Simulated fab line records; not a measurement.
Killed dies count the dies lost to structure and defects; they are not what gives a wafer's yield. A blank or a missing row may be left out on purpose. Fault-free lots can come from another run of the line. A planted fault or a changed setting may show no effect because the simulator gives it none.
Which tool was responsible? ; flow sky130 ; 18 wafers sampled from 6 lots at 1 step of a route of 708

## WHAT EACH GAUGE READ, for each wafer
SKY_FIELD_ISO_THK_MEAS_04.
lot;measured;on;FIELD_ISO_CVD_03_THK (nm)
L831;day 1 21:23;film-metro-03;164.6 163.9 164.2
L840;day 3 17:35;film-metro-02;164.1 162.7 160.9
L843;day 4 08:58;film-metro-02;166.0 166.0 165.2
L847;day 5 04:38;film-metro-03;163.8 164.2 163.7
L849;day 5 15:01;film-metro-03;164.6 164.9 164.2
L853;day 6 10:13;film-metro-02;163.9 163.4 163.1

## TOOL THAT RAN EACH LOT (tool first, then ch and the chambers of the sampled wafers, then the start)
There is no process step in the record ahead of these readings.

## THE ANSWER, worked out from the rows above alone
Rule: the usual values come from the lots themselves. Put in order of their means at a reading, lots are off if they are a third of the lots or fewer, leave a main group of 4 or more, and stand apart from it by a gap of 3 or more times the standard deviation of the main group's means; of several such gaps the widest counts. A main group whose means are all the same, to the digits that the tables above print for the reading, isn't used. Also off: a lot with no number at a reading for which 4 or more lots have one. Where the step has rows for the other lots, those lots are counted as sound.
Across all readings shown, no lot is off: no conclusion can be drawn from this.

## WHAT WAS PUT IN BY THE SIMULATOR
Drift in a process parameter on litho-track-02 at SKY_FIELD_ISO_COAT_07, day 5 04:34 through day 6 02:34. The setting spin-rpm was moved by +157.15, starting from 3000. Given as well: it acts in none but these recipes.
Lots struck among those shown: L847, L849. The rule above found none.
